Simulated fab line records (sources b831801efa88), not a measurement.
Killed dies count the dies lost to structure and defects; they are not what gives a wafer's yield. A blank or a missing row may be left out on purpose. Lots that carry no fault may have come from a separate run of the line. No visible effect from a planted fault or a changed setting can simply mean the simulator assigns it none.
Matching of chambers || flow gf180mcu || GF_SAB_ETCH_11 on rie_diel-01 has 4 sister chambers
The step etches SiO2 in C4F8/O2/Ar, target depth 55 nm, time 8.5 s. 14 wafers are shown with their chamber, then 7 later ones without.

WAFERS WITH THEIR CHAMBER
{"wafer": "L147.1", "chamber": 0, "oes_product_au (a.u.)": 0.996}
{"wafer": "L147.2", "chamber": 2, "oes_product_au (a.u.)": 1.006}
{"wafer": "L147.3", "chamber": 1, "oes_product_au (a.u.)": 0.999}
{"wafer": "L149.1", "chamber": 0, "oes_product_au (a.u.)": 0.999}
{"wafer": "L149.3", "chamber": 2, "oes_product_au (a.u.)": 1.017}
{"wafer": "L149.6", "chamber": 0, "oes_product_au (a.u.)": 0.987}
{"wafer": "L161.3", "chamber": 3, "oes_product_au (a.u.)": 1.001}
{"wafer": "L161.4", "chamber": 1, "oes_product_au (a.u.)": 1.001}
{"wafer": "L161.5", "chamber": 1, "oes_product_au (a.u.)": 1.006}
{"wafer": "L162.1", "chamber": 0, "oes_product_au (a.u.)": 1.001}
{"wafer": "L162.3", "chamber": 2, "oes_product_au (a.u.)": 0.999}
{"wafer": "L162.6", "chamber": 1, "oes_product_au (a.u.)": 1.010}
{"wafer": "L163.2", "chamber": 0, "oes_product_au (a.u.)": 0.996}
{"wafer": "L163.4", "chamber": 1, "oes_product_au (a.u.)": 0.991}

SIGNATURES (averages over the wafers above)
{"reading": "oes_product_au", "chamber 0": 0.99580, "chamber 1": 1.00140, "chamber 2": 1.00733, "chamber 3": 1.00100, "scatter within a chamber": 0.00699}
Rule: a wafer's distance from a chamber is the root of the sum, over the readings, of the square of ((its reading less the chamber's mean) divided by the reading's scatter). The wafer belongs to the nearest chamber; if the next one is less than 2 further off, it can't be placed. The scatter: the root of (the sum of the squares of (reading less its chamber's mean) over the shown wafers, divided by (wafers less chambers)).

WAFERS WITH NO CHAMBER GIVEN
{"wafer": "L163.6", "oes_product_au (a.u.)": 0.997}
{"wafer": "L166.2", "oes_product_au (a.u.)": 0.997}
{"wafer": "L166.3", "oes_product_au (a.u.)": 1.002}
{"wafer": "L166.4", "oes_product_au (a.u.)": 0.999}
{"wafer": "L167.2", "oes_product_au (a.u.)": 0.998}
{"wafer": "L167.3", "oes_product_au (a.u.)": 0.999}
{"wafer": "L167.4", "oes_product_au (a.u.)": 0.993}

THE CHAMBER EACH PASSED THROUGH
{"wafer": "L163.6", "from the rows above": "can't be placed: 0 or 3 or 1 or 2", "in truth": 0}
{"wafer": "L166.2", "from the rows above": "can't be placed: 0 or 3 or 1 or 2", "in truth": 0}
{"wafer": "L166.3", "from the rows above": "can't be placed: 1 or 3 or 2 or 0", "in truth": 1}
{"wafer": "L166.4", "from the rows above": "can't be placed: 3 or 1 or 0 or 2", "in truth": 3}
{"wafer": "L167.2", "from the rows above": "can't be placed: 0 or 3 or 1 or 2", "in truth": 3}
{"wafer": "L167.3", "from the rows above": "can't be placed: 3 or 1 or 0 or 2", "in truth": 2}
{"wafer": "L167.4", "from the rows above": "can't be placed: 0 or 3 or 1 or 2", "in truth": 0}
0 of 7 placed correctly. Not placeable from these rows: 7 (in 7, the candidates include the true chamber). 0 placed wrongly.
